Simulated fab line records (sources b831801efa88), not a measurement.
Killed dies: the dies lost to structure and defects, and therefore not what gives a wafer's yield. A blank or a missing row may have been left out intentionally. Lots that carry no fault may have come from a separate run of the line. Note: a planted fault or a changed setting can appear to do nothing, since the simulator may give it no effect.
Code-filled problem report in 8D (eight disciplines) form :: flow sky130 :: the parts of the form that need people (team, actions taken, sign-off) are left out

1. PROBLEM STATEMENT
Wafers without a fault read 56.60 W, standard deviation 0.046; heater_power_total_W at SKY_GATE_OXIDE_SOFTBAKE_06 reads a mean of 71.95 W on 5 wafers belonging to 3 lots. That is +99 or more standard deviations from the usual mean.
The step: time 60 s.
Earliest sighting: wafer L636.3 on litho_track-03 at day 18 02:16. The record has a number at this step for 43 wafers belonging to 15 lots. Rule for "out", or "out of limits": more than 4 standard deviations from the usual mean. Any other wafer with a number is counted as sound.

2. WHAT IT IS, WHAT IT ISN'T
question: which readings at this step
is: heater_power_total_W, run_length_s
is not: -

question: which lots
is: L636, L638, L639
is not: L625, L626, L627, L628, L629, L630, L632, L633, L641, L643, L644, L648

question: which wafers of those lots
is: L636.3, L636.4, L638.3, L639.3, L639.4
is not: L638.5, L639.2

question: read on which tools
is: litho_track-03
is not: litho_track-02, litho_track-04

question: when
is: from day 18 02:16
is not: up to then (24 sound wafers); but 14 sound wafers of L638, L639, L641, L643, L644, L648 came after

3. THE SUSPECTS, EACH WITH WHAT RULES IT OUT
Counting: if a tool at a process step up to the reading ran every lot that is out, it stays a suspect. Sound lots after the first of them don't rule it out here, since some wafers of a struck lot are sound.
- litho_track-03 at SKY_GATE_OXIDE_SOFTBAKE_06 (time 60 s): kept. It processed each lot that is out (first: L636, day 18 02:16); up to then, its last sound lot is L633 (day 16 19:07). On those wafers its own readings are out: heater_power_total_W, run_length_s.
After counting, what remains is litho_track-03 at SKY_GATE_OXIDE_SOFTBAKE_06.

4. THE CAUSE (what the simulator had put in)
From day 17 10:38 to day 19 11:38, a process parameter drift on litho_track-03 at SKY_GATE_OXIDE_SOFTBAKE_06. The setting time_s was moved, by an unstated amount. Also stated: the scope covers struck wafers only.
Counting left only this tool.

5. SEQUENCE OF EFFECTS, ordered by route
Rows list readings where the struck wafers' mean (over those with a number) sits beyond 3 standard deviations from the usual. Only readings for which the record gives a usual standard deviation are gone through. hours: the time from each lot's start at the first step in this table that gives one to its start at this step, as a median over the lots. sigmas: the change in usual standard deviations.
hours: 0
step: SKY_GATE_OXIDE_SOFTBAKE_06
reading: heater_power_total_W
usual: 56.60 W
on struck wafers: 71.95
change: +15.35
sigmas: +99 or more

hours: 0
step: SKY_GATE_OXIDE_SOFTBAKE_06
reading: run_length_s
usual: 89.17 s
on struck wafers: 57.38
change: -31.79
sigmas: -99 or more

hours: 15
step: SKY_GATE_OXIDE_STRIP_13
reading: strip_time_to_endpoint_s
usual: 14.18 s
on struck wafers: 14.42
change: +0.24
sigmas: +6.3
Process steps it contains:
- SKY_GATE_OXIDE_SOFTBAKE_06: time 60 s.
- SKY_GATE_OXIDE_STRIP_13: strips in O2/N2.

6. WHAT WOULD HAVE CAUGHT IT SOONER
The fault began at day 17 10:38; the first out-of-limits reading in this record came at day 18 02:16, 16 hours later.
